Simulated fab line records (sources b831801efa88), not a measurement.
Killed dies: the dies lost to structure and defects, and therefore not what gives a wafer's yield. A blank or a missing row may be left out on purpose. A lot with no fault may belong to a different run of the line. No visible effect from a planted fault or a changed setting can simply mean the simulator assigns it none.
Comparing a struck lot with a sound one    flow sky130    14 steps out of a route of 708
Sound: wafers L891.1, L891.4, L891.6. Wafers struck: L902.3, L902.4, L902.5. The cause is given at the end.
Per side, at each step with rows, come the tool, then ch with its chambers, and then its first start. Under that, the readings that differ: sound wafers    struck wafers    difference of the means    sigmas: that difference in standard deviations of wafers without a fault.
alike: words and numbers the same on both sides, and readings whose means are apart by under 2 such deviations; not compared: readings that were withheld, readings missing a value for some wafer, numbers with overlapping values and no deviation given by the record, and bounds like >300 which may hide the same value.
Wherever a step has rows on one side only, a row that says differs or no value, or a row with sigmas, the two part there. When numbers do not overlap yet have no deviation, they are printed without sigmas and do not part them. A reading missing from all wafers of one side parts the sides only when that side holds two or more wafers.

first, 4 steps without rows for these wafers: SKY_LDD_HVP_SOFTBAKE_03 (time 60 s); SKY_LDD_HVP_EXPOSE_04 (exposes mask HVPTM, target cd 700 nm); SKY_LDD_HVP_PEB_05; SKY_LDD_HVP_DEVELOP_06 (develop time 60 s).
SKY_LDD_HVP_OVL_MEAS_07:
  sound on overlay-01 at day 22 14:08; struck on overlay-02 at day 27 10:11
  alike: LDD_HVP_OVL
next, for these wafers, 1 step has no rows: SKY_LDD_HVP_IMPLANT_08.
SKY_LDD_HVP_STRIP_09: strips in O2/N2.
  sound on plasma-asher-02 ch 1, day 22 14:19; struck on plasma-asher-01 ch 0,1, day 27 10:24
reading                      sound        struck       difference  sigmas
drypump-motor-current-A (A)  6.1 6.1 6.1  5.7 5.1 5.1  -0.8        -2
  alike: oes-product-au, strip-time-to-endpoint-s
  not compared: rf-hours-counter-h
SKY_LDD_HVP_TW_MEAS_10:
  sound on film-metro-01 at day 22 14:25; struck on film-metro-03 at day 27 10:29
  alike: LDD_HVP_TW
then, 4 steps without rows for these wafers: SKY_LDD_LDN_DEHYDRATE_00 (time 60 s); SKY_LDD_LDN_HMDS_01 (prime time 60 s); SKY_LDD_LDN_COAT_02 (resist thk 1140 nm); SKY_LDD_LDN_SOFTBAKE_03 (time 60 s).
SKY_LDD_LDN_EXPOSE_04: exposes mask LDNTM, target cd 700 nm.
  sound on iline-stepper-01 ch 0, day 23 05:22; struck on iline-stepper-01 ch 0, day 28 01:41
reading  sound                    struck                            difference  sigmas
mask     LDNTM#0 LDNTM#0 LDNTM#0  LDNTM_R1#0 LDNTM_R1#0 LDNTM_R1#0  differs     
  alike: stage-vel-mm-s
next, for these wafers, 1 step has no rows: SKY_LDD_LDN_PEB_05.

## WHERE THEY PART
At SKY_LDD_HVP_STRIP_09 first; at SKY_LDD_LDN_EXPOSE_04 last (within this record only).

WHY: what the simulator had put in
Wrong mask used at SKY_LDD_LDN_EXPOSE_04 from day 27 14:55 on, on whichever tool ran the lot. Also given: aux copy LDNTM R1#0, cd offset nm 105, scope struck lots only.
